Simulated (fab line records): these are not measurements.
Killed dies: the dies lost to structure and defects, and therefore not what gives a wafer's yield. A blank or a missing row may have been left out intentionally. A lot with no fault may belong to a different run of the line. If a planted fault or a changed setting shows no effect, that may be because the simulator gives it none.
fab line records	flow sky130
[record] lots = 6	wafers = 18	last-day = 50
route steps=708 shown CONTACT@418 METAL1@434 VIA1@458 PAD_OPEN@708
lots untouched by any fault: they come from a run of this same line in which no faults occurred
start-h: hours from the record's first day to the start of the lot's first wafer shown	wait-h: hours elapsed since this lot's preceding step	" unchanged from the row above	L1.1+2: a row that stands for several wafers	- value missing, or start not given	* or withheld: withheld	< > ~ a bound
route shown NAME@n: a module of which the file shows steps, and the number in the route of the first	usual: mean and standard deviation over wafers with no fault	same: alike in all rows	chamber/n: place in a boat	sites: the reading at each site	_std_site: the standard deviation of these	_edge_site: mean of outer sites minus mean of inner sites	radius-mm: how far each site lies from the wafer's centre	mask NAME#n: copy n	behind: the tool/chamber that last shaped the wafer	hold: why the lot was held/for how many hours/how that ended	device: the transistor (n, p or np) that didn't switch	end of line: the same wafers' tests at the end of the route	where a step has no rows: the recipe by itself	killed: the dies lost at the first sort to structure and to defects; this is not the yield of the wafer	map: dies across one wafer; x = killed, . = not, _ = none there
set.NAME: setting as actually run; set.NAME@STEP: the setting as run at that earlier step	model.NAME: the simulator's own value behind a step, which no gauge read
a table for each step, a row for each wafer; lots at some steps of the route
services: when a tool's chamber went out of use (start-h, in hours from the record's first day, below 0 if earlier), for how many hours, and the reason
[[steps]]
[step SKY_CONTACT_PEB_12]
[recipe] peb-temp-c = withheld	peb-time-s = withheld	resist = KrF-thick
[step SKY_CONTACT_DEVELOP_13]
[recipe] develop-time-s = 60	resist = KrF-thick	dev-temp-c = 21
[step SKY_CONTACT_CD_MEAS_14]
[recipe] target-cd-nm = 170
[usual] cd-nm = 169.8/1.6
lot.wafer	tool	chamber	start-h	wait-h	cd-nm
L944.2	cd-sem-02	-	725.14	-	166.9
L944.3	"	-	"	"	166.6
L944.5	"	-	"	"	168.4
L952.3	cd-sem-01	-	787.26	-	169.3
L952.5	"	-	"	"	168.5
L952.6	"	-	"	"	167.9
L955.2	cd-sem-01	-	819.68	-	169.4
L955.3	"	-	"	"	168.3
L955.4	"	-	"	"	170.0
L957.4	cd-sem-01	-	827.42	-	171.8
L957.5	"	-	"	"	172.3
L957.6	"	-	"	"	172.6
L967.2	cd-sem-02	-	904.00	-	171.6
L967.4	"	-	"	"	171.8
L967.5	"	-	"	"	172.0
L966.4	cd-sem-01	-	907.48	-	172.9
L966.5	"	-	"	"	170.4
L966.6	"	-	"	"	172.0
[step SKY_CONTACT_OVL_MEAS_15]
[usual] CONTACT_OVL = -5/4.2
lot.wafer	tool	chamber	start-h	wait-h	CONTACT_OVL[nm]
L944.2	overlay-01	-	725.25	0.1	-4
L944.3	"	-	"	"	-4
L944.5	"	-	"	"	-5
L952.3	overlay-01	-	787.36	0.1	-3
L952.5	"	-	"	"	-5
L952.6	"	-	"	"	-4
L955.2	overlay-02	-	819.79	0.1	-6
L955.3	"	-	"	"	0
L955.4	"	-	"	"	-6
L957.4	overlay-02	-	827.50	0.1	-2
L957.5	"	-	"	"	-11
L957.6	"	-	"	"	-2
L967.2	overlay-02	-	904.11	0.1	-4
L967.4	"	-	"	"	-5
L967.5	"	-	"	"	-7
L966.4	overlay-01	-	907.55	0.1	-1
L966.5	"	-	"	"	-7
L966.6	"	-	"	"	-2
[step SKY_CONTACT_ETCH_16]
[recipe] chemistry = N2/H2	target = BARC	ion-energy-ev = 200	source-w = 500	bias-w = 100	pressure-mtorr = 30	n2-flow-sccm = 100	h2-flow-sccm = 200	stop-on = SiO2	time-s = 45.9	target-depth-a = 600
[step SKY_CONTACT_ETCH_17]
[recipe] target = SiO2	chemistry = C4F8/O2/Ar	stop-on = Si3N4	mask-material = KrF-thick	source-w = 1500	bias-w = 1200	pressure-mtorr = 40	c4f8-flow-sccm = withheld	O2_flow_sccm = 6	Ar_flow_sccm = 300	time-s = withheld	target-depth-a = 3400
[step SKY_CONTACT_ETCH_18]
[recipe] target = Si3N4	chemistry = CHF3/O2	stop-on = TiN	source-w = 600	bias-w = 200	pressure-mtorr = 40	chf3-flow-sccm = 50	O2_flow_sccm = 5	time-s = 39	target-depth-a = 750
[step SKY_CONTACT_STRIP_19]
[recipe] chemistry = O2/N2	power-w = 1400	pressure-mtorr = 1500	platen-temp-c = withheld	o2-flow-sccm = 3000	n2-flow-sccm = 300	overash-fraction = 0.5
[step SKY_CONTACT_STRIP_20]
[recipe] chemistry = post-etch-residue-remover	time-s = 1200	temp-c = 72.5
[step SKY_CONTACT_CLEAN_21]
[recipe] chemistry = IPA	time-s = 180	temp-c = 25
[step SKY_CONTACT_CLEAN_22]
[recipe] chemistry = O3/DIW	dry = n2-spin
[step SKY_CONTACT_SPUTTER_23]
[recipe] material = TiN	target-thk-nm = 20	chamber-pressure-pa = 5	power-w = 4000	time-s = 80
[usual] throttle-valve-pct = 30.4/1.4
[same] time-s = 80
lot.wafer	tool	chamber	start-h	wait-h	throttle-valve-pct
L944.2	pvd-sputter-04	-	726.03	0.0	29.7
L944.3	"	-	"	"	29.5
L944.5	"	-	"	"	29.8
L952.3	pvd-sputter-04	-	788.10	0.0	29.4
L952.5	"	-	"	"	29.2
L952.6	"	-	"	"	31.6
L955.2	pvd-sputter-01	-	820.54	0.0	29.8
L955.3	"	-	"	"	32.7
L955.4	"	-	"	"	29.5
L957.4	pvd-sputter-02	-	828.67	0.0	31.4
L957.5	"	-	"	"	28.8
L957.6	"	-	"	"	31.9
L967.2	pvd-sputter-02	-	905.26	0.0	31.7
L967.4	"	-	"	"	31.2
L967.5	"	-	"	"	31.3
L966.4	pvd-sputter-01	-	908.35	0.0	31.3
L966.5	"	-	"	"	31.3
L966.6	"	-	"	"	29.6
[step SKY_CONTACT_CVD_24]
[recipe] material = W	target-thk-nm = 340	time-s = 102.12	temp-c = 400	pressure-torr = 40
[usual] heater-power-w = 904/99
[same] time-s = 102.12
lot.wafer	tool	chamber	start-h	wait-h	heater-power-w
L944.2	cvd-w-01	1	726.10	0.0	990
L944.3	"	1	"	"	964
L944.5	"	1	"	"	979
L952.3	cvd-w-01	1	788.20	0.1	999
L952.5	"	0	"	"	843
L952.6	"	1	"	"	987
L955.2	cvd-w-01	1	820.61	0.0	982
L955.3	"	1	"	"	976
L955.4	"	0	"	"	861
L957.4	cvd-w-01	0	828.77	0.1	836
L957.5	"	0	"	"	868
L957.6	"	1	"	"	988
L967.2	cvd-w-01	0	905.32	0.0	870
L967.4	"	1	"	"	970
L967.5	"	0	"	"	865
L966.4	cvd-w-01	0	908.45	0.1	883
L966.5	"	0	"	"	888
L966.6	"	1	"	"	1011
[step SKY_CONTACT_RS_MEAS_25]
[recipe] thk-meas-gauge = four-point-probe	reads = W_of_CONTACT_CVD_24+TiN_of_CONTACT_SPUTTER_23
[usual] CONTACT_W_RS = 0.338/0.0038
lot.wafer	tool	chamber	start-h	wait-h	CONTACT_W_RS[ohm/sq]
L944.2	film-metro-01	-	726.23	0.1	0.338
L944.3	"	-	"	"	0.337
L944.5	"	-	"	"	0.337
L952.3	film-metro-01	-	788.31	0.1	0.344
L952.5	"	-	"	"	0.342
L952.6	"	-	"	"	0.338
L955.2	film-metro-02	-	820.74	0.1	0.340
L955.3	"	-	"	"	0.336
L955.4	"	-	"	"	0.338
L957.4	film-metro-01	-	828.90	0.1	0.340
L957.5	"	-	"	"	0.340
L957.6	"	-	"	"	0.339
L967.2	film-metro-01	-	905.45	0.1	0.332
L967.4	"	-	"	"	0.337
L967.5	"	-	"	"	0.334
L966.4	film-metro-01	-	908.58	0.1	0.332
L966.5	"	-	"	"	0.334
L966.6	"	-	"	"	0.338
[step SKY_CONTACT_THK_MEAS_26]
[recipe] thk-meas-gauge = xrf	reads = W_of_CONTACT_CVD_24
[usual] CONTACT_W_THK = 349/4.9
lot.wafer	tool	chamber	start-h	wait-h	CONTACT_W_THK[nm]
L944.2	film-metro-01	-	726.34	0.1	350
L944.3	"	-	"	"	350
L944.5	"	-	"	"	349
L952.3	film-metro-01	-	788.41	0.1	344
L952.5	"	-	"	"	346
L952.6	"	-	"	"	351
L955.2	film-metro-02	-	820.85	0.1	347
L955.3	"	-	"	"	347
L955.4	"	-	"	"	343
L957.4	film-metro-01	-	828.99	0.1	346
L957.5	"	-	"	"	348
L957.6	"	-	"	"	350
L967.2	film-metro-01	-	905.56	0.1	354
L967.4	"	-	"	"	348
L967.5	"	-	"	"	351
L966.4	film-metro-01	-	908.67	0.1	354
L966.5	"	-	"	"	352
L966.6	"	-	"	"	350
[step SKY_CONTACT_CMP_27]
[recipe] stop-on = SiO2	t-overpolish-s = 15	down-force-psi = 3.5	platen-rpm = 60	target-thk-nm = 0	pad-velocity-m-s = 0.94248
[step SKY_METAL1_SPUTTER_00]
[recipe] material = Ti	target-thk-nm = 15	power-w = 3000	time-s = 10	chamber-pressure-pa = 0.4
[step SKY_METAL1_SPUTTER_01]
[recipe] material = TiN	target-thk-nm = 20	power-w = 6500	time-s = 16.7	chamber-pressure-pa = 0.4
[usual] throttle-valve-pct = 30.2/1.5
[same] time-s = 16.7
lot.wafer	tool	chamber	start-h	wait-h	throttle-valve-pct
L944.2	pvd-sputter-03	-	726.71	0.0	29.7
L944.3	"	-	"	"	29.5
L944.5	"	-	"	"	27.3
L952.3	pvd-sputter-02	-	788.78	0.0	31.2
L952.5	"	-	"	"	31.5
L952.6	"	-	"	"	28.6
L955.2	pvd-sputter-02	-	821.22	0.0	31.6
L955.3	"	-	"	"	31.2
L955.4	"	-	"	"	28.5
L957.4	pvd-sputter-03	-	829.34	0.0	29.1
L957.5	"	-	"	"	29.1
L957.6	"	-	"	"	27.3
L967.2	pvd-sputter-01	-	905.94	0.0	29.7
L967.4	"	-	"	"	31.2
L967.5	"	-	"	"	31.2
L966.4	pvd-sputter-01	-	909.03	0.0	32.6
L966.5	"	-	"	"	32.7
L966.6	"	-	"	"	29.7
[step SKY_METAL1_SPUTTER_02]
[recipe] material = AlCu	target-thk-nm = 250	power-w = 10600	time-s = 12.76	chamber-pressure-pa = 0.4
[step SKY_METAL1_SPUTTER_03]
[recipe] material = Ti	target-thk-nm = 5	power-w = 3000	time-s = 3.3	chamber-pressure-pa = 0.4
[usual] throttle-valve-pct = 30.2/1.5
[same] time-s = 3.3
lot.wafer	tool	chamber	start-h	wait-h	throttle-valve-pct
L944.2	pvd-sputter-03	-	726.76	0.0	29.6
L944.3	"	-	"	"	29.3
L944.5	"	-	"	"	27.3
L952.3	pvd-sputter-02	-	788.83	0.0	31.4
L952.5	"	-	"	"	31.7
L952.6	"	-	"	"	28.6
L955.2	pvd-sputter-02	-	821.27	0.0	31.4
L955.3	"	-	"	"	31.4
L955.4	"	-	"	"	28.7
L957.4	pvd-sputter-03	-	829.39	0.0	29.3
L957.5	"	-	"	"	29.0
L957.6	"	-	"	"	27.3
L967.2	pvd-sputter-01	-	905.99	0.0	29.7
L967.4	"	-	"	"	31.1
L967.5	"	-	"	"	31.3
L966.4	pvd-sputter-01	-	909.08	0.0	32.7
L966.5	"	-	"	"	32.4
L966.6	"	-	"	"	29.6
[step SKY_METAL1_SPUTTER_04]
[recipe] material = TiN	target-thk-nm = 70	power-w = 6500	time-s = 58.3	chamber-pressure-pa = 0.4
[usual] throttle-valve-pct = 30.2/1.5
[same] time-s = 58.3
lot.wafer	tool	chamber	start-h	wait-h	throttle-valve-pct
L944.2	pvd-sputter-03	-	726.78	0.0	29.4
L944.3	"	-	"	"	29.4
L944.5	"	-	"	"	27.3
L952.3	pvd-sputter-02	-	788.85	0.0	31.2
L952.5	"	-	"	"	31.9
L952.6	"	-	"	"	28.5
L955.2	pvd-sputter-02	-	821.29	0.0	31.8
L955.3	"	-	"	"	31.2
L955.4	"	-	"	"	28.6
L957.4	pvd-sputter-03	-	829.41	0.0	29.6
L957.5	"	-	"	"	29.3
L957.6	"	-	"	"	27.5
L967.2	pvd-sputter-01	-	906.00	0.0	29.6
L967.4	"	-	"	"	31.1
L967.5	"	-	"	"	31.1
L966.4	pvd-sputter-01	-	909.10	0.0	32.7
L966.5	"	-	"	"	33.0
L966.6	"	-	"	"	29.8
[step SKY_METAL1_RS_MEAS_05]
[recipe] thk-meas-gauge = four-point-probe	reads = TiN_of_METAL1_SPUTTER_04+Ti_of_METAL1_SPUTTER_03+AlCu_of_METAL1_SPUTTER_02+TiN_of_METAL1_SPUTTER_01+Ti_of_METAL1_SPUTTER_00
[usual] METAL1_ALCU_RS = 0.1324/0.0019
lot.wafer	tool	chamber	start-h	wait-h	METAL1_ALCU_RS[ohm/sq]
L944.2	film-metro-04	-	726.85	0.0	0.1337
L944.3	"	-	"	"	0.1327
L944.5	"	-	"	"	0.1350
L952.3	film-metro-03	-	788.93	0.1	0.1301
L952.5	"	-	"	"	0.1322
L952.6	"	-	"	"	0.1334
L955.2	film-metro-03	-	821.36	0.0	0.1349
L955.3	"	-	"	"	0.1322
L955.4	"	-	"	"	0.1347
L957.4	film-metro-01	-	829.52	0.1	0.1320
L957.5	"	-	"	"	0.1331
L957.6	"	-	"	"	0.1336
L967.2	film-metro-01	-	906.07	0.0	0.1317
L967.4	"	-	"	"	0.1304
L967.5	"	-	"	"	0.1320
L966.4	film-metro-01	-	909.20	0.1	0.1333
L966.5	"	-	"	"	0.1335
L966.6	"	-	"	"	0.1323
[step SKY_METAL1_THK_MEAS_06]
[recipe] thk-meas-gauge = xrf	reads = AlCu_of_METAL1_SPUTTER_02
[usual] METAL1_ALCU_THK = 240/4
lot.wafer	tool	chamber	start-h	wait-h	METAL1_ALCU_THK[nm]
L944.2	film-metro-04	-	726.96	0.1	240
L944.3	"	-	"	"	240
L944.5	"	-	"	"	236
L952.3	film-metro-03	-	789.03	0.1	242
L952.5	"	-	"	"	241
L952.6	"	-	"	"	236
L955.2	film-metro-03	-	821.47	0.1	233
L955.3	"	-	"	"	239
L955.4	"	-	"	"	233
L957.4	film-metro-01	-	829.61	0.1	239
L957.5	"	-	"	"	238
L957.6	"	-	"	"	235
L967.2	film-metro-01	-	906.18	0.1	242
L967.4	"	-	"	"	241
L967.5	"	-	"	"	241
L966.4	film-metro-01	-	909.29	0.1	237
L966.5	"	-	"	"	236
L966.6	"	-	"	"	237
[step SKY_METAL1_DEHYDRATE_07]
[recipe] temp-c = 200	time-s = 60
[step SKY_METAL1_HMDS_08]
[recipe] prime-time-s = 60	prime-temp-c = 120
[step SKY_METAL1_COAT_09]
[recipe] resist = BARC	temp-c = withheld	time-s = withheld	spin-rpm = 3000	resist-thk-nm = 60
[step SKY_METAL1_COAT_10]
[recipe] resist = KrF-thick	spin-rpm = 3000	resist-thk-nm = 450
[step SKY_METAL1_SOFTBAKE_11]
[recipe] temp-c = 100	time-s = 90	resist = KrF-thick
[step SKY_METAL1_EXPOSE_12]
[recipe] mask-id = MM1	na = 0.8	source-shape = annular	sigma-inner = 0.55	sigma-outer = 0.85	target-cd-nm = 140	dose-mj = 28
[step SKY_METAL1_PEB_13]
[recipe] peb-temp-c = withheld	peb-time-s = withheld	resist = KrF-thick
[step SKY_METAL1_DEVELOP_14]
[recipe] develop-time-s = 60	resist = KrF-thick	dev-temp-c = 21
[step SKY_METAL1_CD_MEAS_15]
[recipe] target-cd-nm = 140
[usual] cd-nm = 140.0/1.5
lot.wafer	tool	chamber	start-h	wait-h	cd-nm
L944.2	cd-sem-01	-	753.86	-	140.6
L944.3	"	-	"	"	141.3
L944.5	"	-	"	"	142.7
L952.3	cd-sem-02	-	815.82	-	140.5
L952.5	"	-	"	"	141.4
L952.6	"	-	"	"	142.4
L955.2	cd-sem-01	-	848.40	-	139.8
L955.3	"	-	"	"	138.5
L955.4	"	-	"	"	138.4
L957.4	cd-sem-02	-	856.49	-	140.7
L957.5	"	-	"	"	139.9
L957.6	"	-	"	"	138.2
L967.2	cd-sem-02	-	930.35	-	139.5
L967.4	"	-	"	"	137.9
L967.5	"	-	"	"	139.3
L966.4	cd-sem-02	-	933.49	-	138.8
L966.5	"	-	"	"	139.5
L966.6	"	-	"	"	139.4
[step SKY_METAL1_OVL_MEAS_16]
[usual] METAL1_OVL = -2/5.1
lot.wafer	tool	chamber	start-h	wait-h	METAL1_OVL[nm]
L944.2	overlay-02	-	753.96	0.1	-9
L944.3	"	-	"	"	-5
L944.5	"	-	"	"	-3
L952.3	overlay-01	-	815.91	0.1	-8
L952.5	"	-	"	"	-10
L952.6	"	-	"	"	-4
L955.2	overlay-02	-	848.51	0.1	-6
L955.3	"	-	"	"	-9
L955.4	"	-	"	"	4
L957.4	overlay-02	-	856.57	0.1	-4
L957.5	"	-	"	"	-10
L957.6	"	-	"	"	-4
L967.2	overlay-01	-	930.46	0.1	-9
L967.4	"	-	"	"	-2
L967.5	"	-	"	"	-3
L966.4	overlay-01	-	933.57	0.1	2
L966.5	"	-	"	"	-3
L966.6	"	-	"	"	-3
[step SKY_METAL1_DESCUM_17]
[recipe] chemistry = O2	source-power-w = 150	bias-power-w = 0	pressure-mtorr = 10	temp-c = 40	time-s = 8
[step SKY_METAL1_ETCH_18]
[recipe] chemistry = N2/H2	target = BARC	ion-energy-ev = 200	bias-w = 100	pressure-mtorr = 30	n2-flow-sccm = 100	h2-flow-sccm = 200	icp-w = 500	stop-on = SiO2	time-s = 45.9	target-depth-a = 600
[step SKY_METAL1_METAL_ETCH_19]
[recipe] target-depth-a = 3600	stop-on = SiO2	over-etch-frac = 0.3	time-s = 78	chemistry = Cl2/BCl3	resist-sidewall-deg = 88	pressure-mtorr = 10	icp-w = 900	bias-w = 48.5	Cl2_flow_sccm = 60	bcl3-flow-sccm = 30
[usual] bias-w = 48.51/0.14	drypump-motor-current-A = 5.8/0.62	mfc-cl2-sccm = 60.01/0.18	oes-product-au = 0.854/0.012	throttle-valve-pct = 22.264/0.0085
[same] time-s = 78
lot.wafer	tool	chamber	start-h	wait-h	bias-w	drypump-motor-current-A	mfc-cl2-sccm	oes-product-au	rf-hours-counter-h	throttle-valve-pct
L944.2	rie-metal-04	1	754.09	0.0	48.39	5.9	60.29	0.870	4	22.265
L944.3	"	0	"	"	48.58	6.7	59.77	0.842	-	22.253
L944.5	"	1	"	"	48.43	5.8	60.18	0.867	-	22.267
L952.3	rie-metal-04	1	816.06	0.1	48.67	5.8	60.02	0.844	-	22.252
L952.5	"	1	"	"	48.27	5.8	60.03	0.839	-	22.268
L952.6	"	0	"	"	48.36	6.7	59.90	0.862	-	22.265
L955.2	rie-metal-01	1	848.63	0.0	48.53	5.0	60.04	0.857	9	22.277
L955.3	"	0	"	"	48.65	5.8	60.34	0.847	-	22.269
L955.4	"	1	"	"	48.55	5.0	59.99	0.868	-	22.265
L957.4	rie-metal-01	1	856.71	0.1	48.41	5.0	60.38	0.835	-	22.248
L957.5	"	0	"	"	48.59	5.8	59.62	0.861	-	22.263
L957.6	"	1	"	"	48.75	5.0	60.15	0.866	-	22.281
L967.2	rie-metal-01	0	930.58	0.0	48.59	5.8	59.89	0.842	11	22.263
L967.4	"	1	"	"	48.64	5.0	59.89	0.837	-	22.261
L967.5	"	1	"	"	48.42	5.0	59.87	0.836	-	22.277
L966.4	rie-metal-03	1	933.71	0.1	48.42	5.4	59.75	0.858	-	22.268
L966.5	"	1	"	"	48.30	5.4	59.97	0.855	-	22.256
L966.6	"	0	"	"	48.50	4.9	59.98	0.870	-	22.272
[step SKY_METAL1_STRIP_20]
[recipe] chemistry = O2/N2	power-w = 1400	pressure-mtorr = 1500	platen-temp-c = withheld	o2-flow-sccm = 3000	n2-flow-sccm = 300	overash-fraction = 0.5
[step SKY_METAL1_STRIP_21]
[recipe] chemistry = post-etch-residue-remover	time-s = 1200	temp-c = 72.5
[step SKY_METAL1_CLEAN_22]
[recipe] chemistry = IPA	time-s = 180	temp-c = 25
[step SKY_METAL1_CLEAN_23]
[recipe] chemistry = O3/DIW	dry = n2-spin
[step SKY_VIA1_HDPCVD_00]
[recipe] material = SiO2	target-thk-nm = 1030	sigma-open-frac = 0.3	time-s = 171.7	temp-c = 400	sih4-flow-sccm = 60	pressure-mtorr = 6
[step SKY_VIA1_THK_MEAS_01]
[recipe] reads = SiO2_of_VIA1_HDPCVD_00
[usual] VIA1_HDPCVD_THK = 1024/12
lot.wafer	tool	chamber	start-h	wait-h	VIA1_HDPCVD_THK[nm]
L944.2	film-metro-02	-	754.95	0.1	1052
L944.3	"	-	"	"	1021
L944.5	"	-	"	"	1045
L952.3	film-metro-04	-	816.89	0.1	1033
L952.5	"	-	"	"	1029
L952.6	"	-	"	"	1028
L955.2	film-metro-02	-	849.55	0.1	1005
L955.3	"	-	"	"	1025
L955.4	"	-	"	"	1014
L957.4	film-metro-03	-	857.55	0.0	1003
L957.5	"	-	"	"	1006
L957.6	"	-	"	"	1013
L967.2	film-metro-04	-	931.39	0.1	1032
L967.4	"	-	"	"	1024
L967.5	"	-	"	"	1022
L966.4	film-metro-03	-	934.57	0.1	1014
L966.5	"	-	"	"	1017
L966.6	"	-	"	"	1008
[step SKY_PAD_OPEN_PROBE_99]
[usual] killed_at_M0_to_M3 = 43/6.2	killed_at_M4_up = 2.8/1.7	killed-at-contacts = 24/4.8	killed-at-front-end = 15/4.3	killed-at-other = 0.3/0.55	killed-dies = 85/8.4	killed-on-rim = 17/3.8	killed-open = 46/6.7	killed-short = 38/6.2
[same] gross-dies = 492	killed-at-back-side = 0
lot.wafer	tool	chamber	start-h	wait-h	killed_at_M0_to_M3	killed_at_M4_up	killed-at-contacts	killed-at-front-end	killed-at-other	killed-dies	killed-on-rim	killed-open	killed-short
L944.2	prober-01	-	1067.50	0.1	49	2	27	13	0	91	18	50	41
L944.3	prober-01	-	1067.55	0.2	40	1	20	11	0	72	13	44	28
L944.5	prober-01	-	1067.65	0.2	45	3	22	23	0	93	19	55	38
L952.3	prober-01	-	1116.67	0.2	34	2	41	21	0	98	18	64	34
L952.5	prober-01	-	1116.77	0.2	50	6	28	16	0	100	15	40	60
L952.6	prober-01	-	1116.82	0.2	37	4	28	14	1	84	18	52	32
L955.2	prober-02	-	1141.01	0.1	35	3	76	12	1	127	14	40	39
L955.3	prober-02	-	1141.06	0.2	44	0	68	15	0	127	20	52	30
L955.4	prober-02	-	1141.11	0.2	38	1	76	20	0	135	26	49	34
L957.4	prober-01	-	1145.43	0.2	36	4	63	19	0	122	18	44	33
L957.5	prober-01	-	1145.48	0.2	48	3	74	12	0	137	10	50	34
L957.6	prober-01	-	1145.53	0.2	44	4	67	10	0	125	22	45	30
// killed by level:class
L944.2 VIA1:geometric-particle:open=13 CONTACT:geometric-particle:open=10 VIA1:geometric-particle:short=9 VIA3:geometric-particle:open=9 CONTACT:geometric-particle:short=7 FIELD_ISO:geometric-particle:short=4 VIA2:geometric-particle:open=4 LI_CONTACT:geometric-particle:open=4
L944.3 VIA1:geometric-particle:open=13 CONTACT:geometric-particle:open=8 VIA2:geometric-particle:open=5 FIELD_ISO:geometric-particle:open=4 LI_CONTACT:geometric-particle:open=4 METAL3:geometric-particle:short=4 CONTACT:geometric-particle:short=4 METAL2:geometric-particle:short=4
L944.5 VIA1:geometric-particle:open=9 VIA3:geometric-particle:open=8 LI_CONTACT:geometric-particle:open=7 CONTACT:geometric-particle:open=7 VIA2:geometric-particle:open=7 FIELD_ISO:geometric-particle:short=6 POLY_GATE:geometric-particle:open=6 METAL2:geometric-particle:short=6
L952.3 LI_CONTACT:geometric-particle:open=18 CONTACT:geometric-particle:open=11 FIELD_ISO:geometric-particle:open=7 VIA2:geometric-particle:open=6 SPACER:geometric-particle:open=5 VIA3:geometric-particle:open=5 VIA1:geometric-particle:short=5 METAL2:geometric-particle:short=5
L952.5 LI_CONTACT:geometric-particle:short=9 VIA1:geometric-particle:open=8 CONTACT:geometric-particle:open=8 VIA1:geometric-particle:short=8 METAL2:geometric-particle:short=8 POLY_GATE:geometric-particle:short=7 CONTACT:geometric-particle:short=7 VIA3:geometric-particle:short=7
L952.6 CONTACT:geometric-particle:open=11 VIA1:geometric-particle:open=10 LI_CONTACT:geometric-particle:open=10 VIA3:geometric-particle:open=6 FIELD_ISO:geometric-particle:open=4 POLY_GATE:geometric-particle:short=4 CONTACT:geometric-particle:short=4 VIA1:geometric-particle:short=4
L955.2 CONTACT:unspecified=48 CONTACT:geometric-particle:open=12 VIA1:geometric-particle:open=11 LOCAL_INTERCONNECT:geometric-particle:short=6 CONTACT:geometric-particle:short=6 FIELD_ISO:geometric-particle:short=5 METAL2:geometric-particle:short=5 METAL1:geometric-particle:short=4
L955.3 CONTACT:unspecified=45 VIA1:geometric-particle:open=12 VIA3:geometric-particle:open=9 LI_CONTACT:geometric-particle:open=8 CONTACT:geometric-particle:open=8 VIA2:geometric-particle:open=6 METAL1:geometric-particle:short=5 FIELD_ISO:geometric-particle:short=4
L955.4 CONTACT:unspecified=52 VIA1:geometric-particle:open=11 LI_CONTACT:geometric-particle:open=9 CONTACT:geometric-particle:open=8 POLY_GATE:geometric-particle:short=7 METAL1:geometric-particle:short=6 FIELD_ISO:geometric-particle:open=5 VIA2:geometric-particle:open=4
L957.4 CONTACT:unspecified=45 CONTACT:geometric-particle:open=7 VIA2:geometric-particle:open=7 FIELD_ISO:geometric-particle:open=6 VIA1:geometric-particle:open=6 FIELD_ISO:geometric-particle:short=5 METAL1:geometric-particle:short=5 CONTACT:geometric-particle:short=4
L957.5 CONTACT:unspecified=52 CONTACT:geometric-particle:open=9 VIA3:geometric-particle:open=9 VIA1:geometric-particle:open=8 LI_CONTACT:geometric-particle:open=7 VIA2:geometric-particle:open=7 METAL1:geometric-particle:short=5 METAL2:geometric-particle:short=5
L957.6 CONTACT:unspecified=49 VIA1:geometric-particle:open=17 VIA3:geometric-particle:open=9 LI_CONTACT:geometric-particle:open=7 FIELD_ISO:geometric-particle:short=4 CONTACT:geometric-particle:open=4 METAL1:geometric-particle:short=4 LOCAL_INTERCONNECT:geometric-particle:short=3
// map L955.4 (x killed, . not)
__________..x....xxx_________
________........x....._______
______..x............xx._____
_____....x........x....x.____
____..x.xxxx...x.....x..x.___
___xxx.xxxxxx..x..xx..x..x.__
__xx.xxxxxxxxxx........xx..._
_...xxxxxxxxxx...x..xx.....x.
_....xxxxxxxx...xx......x....
_....xxxxxxxxx............x..
_..xx..x.xx.xx.xx..x..x......
_......xxx.x.....x.x.....x...
_x....x..x................x..
_....x.....x..x.x.xxx.x......
_.......x.........x.x........
__xx.x...............xx....._
___..x.....................__
____x.x....x............x.___
_____...........x...xx...____
______.x............x..x_____
________.x.........x.._______
__________...xx....._________
// map L957.5 (x killed, . not)
__________.........x_________
________.........x...._______
______.....x.x.x....x..._____
_____..xx.xxx.x.x..x.x...____
____.x.xx.xx.x............___
___.xxxxxxxxx.............x__
__...xxxxxxxxx..x...x..x...._
_..x..xxxxxxxxxx........xx...
_.x.x.xxxxxxxxx.x.....x..x...
_x...x.xxxxxx.............x.x
_....xx..x.xx.x.x.x..........
_...x..x.xxx..x.....x.x.x..x.
_....x.x.xx......x.x.....x..x
_.xxx...x..............x.....
_..x....xx.x...x.x...........
__...x..x....x.....xx......._
___......xx.............xx.__
____..............x...xx..___
_____...x...xx........x..____
______...........x...x.._____
________...x.........._______
__________...x......_________
[[services]]
tool	chamber	start-h	hours	kind
pvd-sputter-02	1	715.10	-	consumable-replace:kit
pvd-sputter-02	1	715.10	18.0	scheduled-down
pvd-sputter-02	1	715.10	18.0	vent-cycle
rie-metal-01	-	724.61	1.0	repair
rie-metal-03	0	737.20	2.4	repair
pvd-sputter-02	-	756.60	17.2	repair
rie-metal-04	0	797.86	1.9	repair
pvd-sputter-04	-	805.84	2.1	repair
rie-metal-01	-	810.45	2.8	pm
rie-metal-01	1	820.07	18.4	repair
rie-metal-03	-	826.90	15.6	pm
pvd-sputter-01	3	832.59	-	consumable-replace:kit
pvd-sputter-01	3	832.59	18.0	scheduled-down
pvd-sputter-01	3	832.59	18.0	vent-cycle
pvd-sputter-03	0	839.94	-	consumable-replace:kit
pvd-sputter-03	0	839.94	18.0	scheduled-down
pvd-sputter-03	0	839.94	18.0	vent-cycle
cvd-w-01	-	845.12	2.8	pm
pvd-sputter-04	-	846.54	6.6	repair
pvd-sputter-02	-	866.25	1.1	repair
pvd-sputter-02	0	877.44	-	consumable-replace:kit
pvd-sputter-02	0	877.44	18.0	scheduled-down
pvd-sputter-02	0	877.44	18.0	vent-cycle
pvd-sputter-03	-	907.18	6.7	repair
[[key]]
[first-sign] step = SKY_PAD_OPEN_PROBE_99	reading = killed-at-contacts	direction = up	sigmas = 9.8	usual = 24	struck = 71
[effect] step = SKY_PAD_OPEN_PROBE_99	reading = killed-dies	direction = up	sigmas = 5.3	usual = 85	struck = 129
met-at SKY_CONTACT_CVD_24
struck-wafers L955.2,L955.3,L955.4,L957.4,L957.5,L957.6
tester-left-out L955,L957
onset-between 788.20 820.61
[fault] kind = chamber-particle-source	tool = cvd-w-01	chamber = -	onset-h = 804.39	steps = SKY_CONTACT_CVD_24	rate-per-visit-cm2 = 0.73951	end-h = 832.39
// tester-left-out: of these lots the tester's yield and bins aren't shown, on N5 and GAA mostly nor the transistor test; their killed dies are dies lost to structure and defects alone, not to doping, threshold or leakage, so they don't give the yield
